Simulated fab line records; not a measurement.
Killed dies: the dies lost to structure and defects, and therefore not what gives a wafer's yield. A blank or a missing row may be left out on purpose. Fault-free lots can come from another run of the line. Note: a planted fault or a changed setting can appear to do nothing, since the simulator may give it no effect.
Which of the tools did it? ; flow sky130 ; Sampling: 9 lots, 27 wafers, 3 of 708 route steps

WHAT THE GAUGES SHOWED, per wafer
SKY_LOCAL_INTERCONNECT_RS_MEAS_01: a four-point-probe measurement.
lot;measured;on;LOCAL_INTERCONNECT_TIN_RS (ohm/sq)
L739;day 29 21:11;film_metro-03;14.15 13.87 14.18
L742;day 30 17:32;film_metro-01;13.97 14.15 14.23
L745;day 31 15:40;film_metro-04;14.01 14.33 14.02
L754;day 34 13:18;film_metro-04;14.02 14.06 14.47
L752;day 34 15:05;film_metro-04;18.09 14.56 18.11 18.09 14.54 18.13
L755;day 35 21:04;film_metro-03;14.44 18.58 18.59 14.44 18.55 18.58
L757;day 35 22:10;film_metro-03;13.97 14.17 14.30
L758;day 35 22:49;film_metro-01;13.98 14.18 14.01
L760;day 36 08:13;film_metro-04;14.09 13.96 14.09

EACH LOT AND THE TOOL THAT RAN IT (in order: tool; ch and the chambers of the sampled wafers; start)
lot;SKY_LI_CONTACT_ETCH_14;SKY_LOCAL_INTERCONNECT_SPUTTER_00
L739;rie_diel-03 ch 0,1,2, day 29 19:55;pvd_sputter-02, day 29 21:06
L742;rie_diel-01 ch 1,2, day 30 16:10;pvd_sputter-03, day 30 17:27
L745;rie_diel-02 ch 0,3, day 31 14:01;pvd_sputter-04, day 31 15:36
L754;rie_diel-03 ch 0,1, day 34 11:59;pvd_sputter-02, day 34 13:14
L752;rie_diel-02 ch 0,2,3, day 34 13:50;pvd_sputter-02, day 34 15:00
L755;rie_diel-01 ch 0,2, day 35 19:50;pvd_sputter-02, day 35 21:00
L757;rie_diel-02 ch 0,3, day 35 20:52;pvd_sputter-04, day 35 22:03
L758;rie_diel-01 ch 0,3, day 35 21:31;pvd_sputter-04, day 35 22:42
L760;rie_diel-01 ch 1,2, day 36 06:55;pvd_sputter-03, day 36 08:06
- SKY_LI_CONTACT_ETCH_14: etches BARC in N2/H2, stops on SiO2, time 45.9 s, target depth 60 nm.
- SKY_LOCAL_INTERCONNECT_SPUTTER_00: material TiN, target thk 100 nm, time 83.3 s.

THE ANSWER, worked out from the rows above alone
Rule: usual is defined by the lots themselves. The widest of any qualifying gaps counts: lots, ordered by their means at a reading, are off when they make up no more than a third of the lots, leave a main group of 4 or more, and stand apart from it by 3 or more times the standard deviation of that group's means. Not used: any main group whose means are identical at the precision the tables above print for the reading. A lot without any number at a reading at which 4 lots or more have one is off too. The other lots that the step has rows for count as sound.
Off: at SKY_LOCAL_INTERCONNECT_RS_MEAS_01 (LOCAL_INTERCONNECT_TIN_RS), L752, L755. The main group: mean 14.11 ohm/sq, standard deviation 0.047.
A tool fits if, at a process step before that reading, it ran every lot that is off, and no sound lot after the first of them. Gauges at SKY_LOCAL_INTERCONNECT_RS_MEAS_01: tried the same way as those tools. One fits: pvd_sputter-02 at SKY_LOCAL_INTERCONNECT_SPUTTER_00. A fault onset in the window from L754 (day 34 13:14, its last sound lot) to L752 (day 34 15:00, its first lot off) fits.

WHAT WAS PUT IN BY THE SIMULATOR
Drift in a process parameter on pvd_sputter-02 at SKY_LOCAL_INTERCONNECT_SPUTTER_00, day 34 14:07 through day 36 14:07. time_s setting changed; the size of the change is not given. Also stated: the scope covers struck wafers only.
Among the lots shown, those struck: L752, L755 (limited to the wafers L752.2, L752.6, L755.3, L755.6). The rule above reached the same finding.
